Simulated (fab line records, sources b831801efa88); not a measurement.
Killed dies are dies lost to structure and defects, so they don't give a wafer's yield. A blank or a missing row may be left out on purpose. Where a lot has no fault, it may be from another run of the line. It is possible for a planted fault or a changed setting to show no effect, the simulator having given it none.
Matching of chambers -- flow gf180mcu -- 3 sister chambers for GF_V5_CVD_02 on pecvd-02
The step deposits SiO2 from TEOS, target thk 1450 nm, time 163.28 s. 3 wafers are shown with their chamber, then 9 later ones without.

== EACH WAFER AND ITS CHAMBER ==
wafer,chamber,heaterPowerW (W)
L084.6,1,635
L087.1,2,512
L087.4,0,670

== WAFERS MISSING THEIR CHAMBER ==
wafer,heaterPowerW (W)
L093.2,814
L093.3,715
L093.6,622
L094.2,553
L094.5,836
L094.6,804
L096.1,634
L096.2,771
L096.6,493

== EACH ONE'S CHAMBER ==
wafer,from the rows above,in truth
L093.2,can't be placed: 0 or 1 or 2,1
L093.3,can't be placed: 0 or 1 or 2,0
L093.6,can't be placed: 1 or 0 or 2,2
L094.2,can't be placed: 2 or 1 or 0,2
L094.5,can't be placed: 0 or 1 or 2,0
L094.6,can't be placed: 0 or 1 or 2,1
L096.1,can't be placed: 1 or 0 or 2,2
L096.2,can't be placed: 0 or 1 or 2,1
L096.6,can't be placed: 2 or 1 or 0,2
Correct placement for 0 of the 9. From these rows, 9 cannot be placed; in 9 the true chamber is one of the candidates. Wrongly placed: 0.
How it was worked out, from the rows above alone: a wafer's distance from a chamber is the root of the sum, over the readings, of the square of ((its reading less the chamber's mean) divided by the reading's scatter). The wafer belongs to the nearest chamber; if the next one is less than 2 further off, it can't be placed. A chamber's mean is the mean of its shown wafers. The scatter: with one shown wafer a chamber, the root of the mean of the squares of how far each hidden wafer lies from its nearest shown one.
